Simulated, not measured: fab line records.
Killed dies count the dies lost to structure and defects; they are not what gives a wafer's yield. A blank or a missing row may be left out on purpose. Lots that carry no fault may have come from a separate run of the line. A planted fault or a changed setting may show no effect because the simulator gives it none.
A struck lot beside a sound one || flow sky130 || 18 out of 708 route steps
Sound: these wafers, L435.1, L435.3, L435.6. Wafers L454.1, L454.3, L454.6 were the ones struck. The cause comes at the end.
Order at every step that has rows: each side's tool, ch and its chambers, its first start. Under that, the readings that differ: sound wafers || struck wafers || difference of the means || sigmas: that difference in standard deviations of wafers without a fault.
alike: readings whose means differ by less than 2 such deviations, and words and numbers that are the same on both sides. not compared: withheld readings, readings that some wafer has no value for, bounds like >300 that may hide the same value, and numbers for which the record gives no deviation and whose values overlap.
The two part at a step that has a row with sigmas, a row that says differs or no value, or rows on one side only. When numbers do not overlap yet have no deviation, they are printed without sigmas and do not part them. A reading that every wafer of one side lacks parts them only if that side has two wafers or more.

first, 1 step without rows for these wafers: SKY_VT_ADJUST_PCH_IMPLANT_08.
SKY_VT_ADJUST_PCH_STRIP_09: strips in O2/N2.
  sound on plasma asher-01 ch 0,1, day 12 02:21; struck on plasma asher-01 ch 0,1, day 17 14:24
  alike: drypump motor current A, o2 flow sccm, oes product au, strip time to endpoint s
  not compared: rf hours counter h
SKY_VT_ADJUST_PCH_TW_MEAS_10:
  struck on film metro-02, day 17 14:30; sound on film metro-04, day 12 02:27
  alike: VT_ADJUST_PCH_TW
then, 7 steps without rows for these wafers: SKY_SONOS_TUNNEL_DEHYDRATE_00 (time 60 s); SKY_SONOS_TUNNEL_HMDS_01 (prime time 60 s); SKY_SONOS_TUNNEL_COAT_02 (resist thk 1140 nm); SKY_SONOS_TUNNEL_SOFTBAKE_03 (time 60 s); SKY_SONOS_TUNNEL_EXPOSE_04 (exposes mask TUNM, target cd 410 nm); SKY_SONOS_TUNNEL_PEB_05; SKY_SONOS_TUNNEL_DEVELOP_06 (develop time 60 s).
SKY_SONOS_TUNNEL_CD_MEAS_07: target cd 410 nm.
  struck on cd sem-02, day 18 20:31; sound on cd sem-01, day 13 03:13
  alike: cd nm
SKY_SONOS_TUNNEL_OVL_MEAS_08:
  struck on overlay-02, day 18 20:38; sound on overlay-02, day 13 03:20
  alike: SONOS_TUNNEL_OVL
SKY_SONOS_TUNNEL_IMPLANT_09:
  sound on implanter-04 ch 0, day 13 03:22; struck on implanter-02 ch 0, day 18 20:40
{"reading": "dose ions cm2", "sound": "9.999e+11 9.985e+11 9.999e+11", "struck": "2.969e+11 2.981e+11 2.982e+11", "difference": -7.017e+11, "sigmas": "-99 or more"}
{"reading": "faraday current uA", "sound": "5.62 5.65 5.56", "struck": "1.69 1.67 1.69", "difference": -3.93, "sigmas": -36}
then, 2 steps without rows for these wafers: SKY_SONOS_TUNNEL_WET_ETCH_10 (etches SiO2 in dHF, target depth 14 nm, time 280 s); SKY_SONOS_TUNNEL_STRIP_11 (strips in SPM, time 600 s).
SKY_SONOS_TUNNEL_TW_MEAS_12:
  struck on film metro-04, day 18 21:05; sound on film metro-03, day 13 03:47
{"reading": "SONOS_TUNNEL_TW", "sound": "199.0 197.4 197.7", "struck": "141.5 140.6 141.8", "difference": -56.7, "sigmas": -47}
then, 1 step without rows for these wafers: SKY_SONOS_TUNNEL_CLEAN_13 (cleans in dHF, time 20 s).
-- record jumps: 32 days separate the struck wafers' starts on either side; left off in module SONOS_TUNNEL, taken up again in module PAD_OPEN, whose first shown step is the route's number 708 --
SKY_PAD_OPEN_PROBE_99:
  struck on prober-01, day 50 17:12; sound on prober-02, day 47 01:01
{"reading": "model.etest.tip sonos.rs ohm sq", "sound": "2694 2700 2670", "struck": "2501 2522 2540", "difference": -167, "sigmas": ""}
{"reading": "model.etest.sonos uncharged.r on ohm um", "sound": "814.6 815.7 805.5", "struck": "736.6 746.6 745.4", "difference": -69.1, "sigmas": ""}
{"reading": "model.etest.sonos programmed.off log10 a um", "sound": "-14.07 -13.95 -14.05", "struck": "-12.38 -11.96 -12.04", "difference": "+1.90", "sigmas": ""}
{"reading": "model.etest.sonos programmed.vt v (V)", "sound": "1.584 1.593 1.538", "struck": "1.397 1.341 1.324", "difference": -0.218, "sigmas": ""}
{"reading": "model.etest.sonos baked.vt v (V)", "sound": "1.052 1.053 1.003", "struck": "0.8364 0.7965 0.8361", "difference": -0.2130, "sigmas": ""}
{"reading": "model.etest.sonos uncharged.vt v (V)", "sound": "-0.4405 -0.4356 -0.4667", "struck": "-0.6551 -0.5824 -0.6429", "difference": -0.1792, "sigmas": ""}
{"reading": "model.etest.sonos erased.vt v (V)", "sound": "-2.336 -2.342 -2.308", "struck": "-2.574 -2.505 -2.499", "difference": -0.197, "sigmas": ""}
  alike: killed_at_M0_to_M3, killed_at_M4_up, killed at contacts, killed at front end, killed at other, killed dies, killed open, killed short

WHERE THEY PART
Last at SKY_SONOS_TUNNEL_TW_MEAS_12 as far as this record goes, first at SKY_SONOS_TUNNEL_IMPLANT_09. Later steps at which nothing parts them and some readings are alike: SKY_PAD_OPEN_PROBE_99.

WHY: what had been put in by the simulator
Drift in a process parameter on implanter-02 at SKY_SONOS_TUNNEL_IMPLANT_09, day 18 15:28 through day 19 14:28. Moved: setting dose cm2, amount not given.
